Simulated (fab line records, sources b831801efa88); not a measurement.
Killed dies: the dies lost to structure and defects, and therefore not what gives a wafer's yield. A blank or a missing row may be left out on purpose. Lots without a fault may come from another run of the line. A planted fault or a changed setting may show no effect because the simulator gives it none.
The tool behind it: which one? + flow sky130 + Sampling: 11 lots, 33 wafers, 3 of 708 route steps

## WHAT EACH GAUGE READ, for each wafer
SKY_VIA3_OVL_MEAS_13.
| lot  | measured     | on         | VIA3_OVL (nm) |
|------|--------------|------------|---------------|
| L116 | day 39 23:32 | overlay-01 | -1 -7 0       |
| L121 | day 41 10:15 | overlay-01 | 1 -5 0        |
| L124 | day 42 07:05 | overlay-01 | -6 1 -5       |
| L125 | day 42 22:50 | overlay-01 | 1 0 6         |
| L129 | day 43 19:03 | overlay-01 | 5 -2 -1       |
| L130 | day 44 06:24 | overlay-02 | -2 2 -4       |
| L133 | day 44 22:44 | overlay-01 | 1 0 6         |
| L135 | day 45 11:44 | overlay-02 | -1 3 0        |
| L136 | day 45 13:59 | overlay-02 | 3 5 4         |
| L137 | day 45 17:32 | overlay-02 | 8 11 10       |
| L138 | day 46 12:58 | overlay-01 | 12 5 10       |

SKY_METAL5_THK_MEAS_06: measures by xrf.
| lot  | measured     | on            | METAL5_ALCU_THK (nm) |
|------|--------------|---------------|----------------------|
| L116 | day 43 05:02 | film metro-02 | 1173 1178 1156       |
| L121 | day 44 13:11 | film metro-02 | 1143 1128 1131       |
| L124 | day 45 08:00 | film metro-01 | 1168 1166 1163       |
| L125 | day 45 20:51 | film metro-02 | 1153 1164 1147       |
| L129 | day 46 16:31 | film metro-04 | 1192 1199 1194       |
| L130 | day 47 04:09 | film metro-01 | 1176 1157 1162       |
| L133 | day 47 17:46 | film metro-04 | 1166 1162 1171       |
| L135 | day 48 05:04 | film metro-01 | 1171 1160 1170       |
| L136 | day 48 08:02 | film metro-01 | 1141 1154 1142       |
| L137 | day 48 11:13 | film metro-02 | 1149 1161 1163       |
| L138 | day 49 03:38 | film metro-02 | 1150 1139 1164       |

## WHAT TOOL EACH LOT RAN ON (gives the tool, then ch and the chambers of the sampled wafers, and finally the start)
| lot  | SKY_METAL4_DESCUM_15              |
|------|-----------------------------------|
| L116 | rie metal-04 ch 0,1, day 42 02:20 |
| L121 | rie metal-03 ch 0,1, day 43 11:05 |
| L124 | rie metal-04 ch 0,1, day 44 07:25 |
| L125 | rie metal-04 ch 0,1, day 44 21:26 |
| L129 | rie metal-04 ch 0,1, day 45 17:05 |
| L130 | rie metal-02 ch 0,1, day 46 04:02 |
| L133 | rie metal-04 ch 0,1, day 46 19:02 |
| L135 | rie metal-04 ch 0,1, day 47 06:59 |
| L136 | rie metal-02 ch 0,1, day 47 09:50 |
| L137 | rie metal-02 ch 0,1, day 47 13:17 |
| L138 | rie metal-04 ch 0,1, day 48 06:34 |
- SKY_METAL4_DESCUM_15: chemistry O2, time 8 s.

## AS READ BY THE TOOLS THEMSELVES (means over the sampled wafers that have a number; for cases with no such wafer, the mark the record gives instead)
SKY_METAL4_DESCUM_15.
| lot  | tool         | drypump motor current A (A) | oes product au (a.u.) |
|------|--------------|-----------------------------|-----------------------|
| L116 | rie metal-04 | 5.5                         | 1.010                 |
| L121 | rie metal-03 | 5.5                         | 0.997                 |
| L124 | rie metal-04 | 5.5                         | 1.004                 |
| L125 | rie metal-04 | 5.9                         | 0.997                 |
| L129 | rie metal-04 | 5.8                         | 0.993                 |
| L130 | rie metal-02 | 6.3                         | 1.006                 |
| L133 | rie metal-04 | 5.5                         | 0.995                 |
| L135 | rie metal-04 | 5.5                         | 1.000                 |
| L136 | rie metal-02 | 6.3                         | 1.011                 |
| L137 | rie metal-02 | 6.3                         | 1.007                 |
| L138 | rie metal-04 | 5.5                         | 0.994                 |

## THE ANSWER, worked out from the rows above alone
Rule: the usual values come from the lots themselves. Put in order of their means at a reading, lots are off if they are a third of the lots or fewer, leave a main group of 4 or more, and stand apart from it by a gap of 3 or more times the standard deviation of the main group's means; of several such gaps the widest counts. The tables above print the reading to a certain number of digits; a main group whose means all agree to those digits is not used. A lot without any number at a reading at which 4 lots or more have one is off too. The other lots that the step has rows for count as sound. Order of review: gauges by route order, followed by the tools' own readings, for which a lot's mean as printed above is used. The first step at which some lot is off is used, and at that step the reading that is off furthest; a lot without a number counts as furthest.
No lot is off at any reading shown: from this, nothing can be told.

## WHAT WAS PUT IN BY THE SIMULATOR
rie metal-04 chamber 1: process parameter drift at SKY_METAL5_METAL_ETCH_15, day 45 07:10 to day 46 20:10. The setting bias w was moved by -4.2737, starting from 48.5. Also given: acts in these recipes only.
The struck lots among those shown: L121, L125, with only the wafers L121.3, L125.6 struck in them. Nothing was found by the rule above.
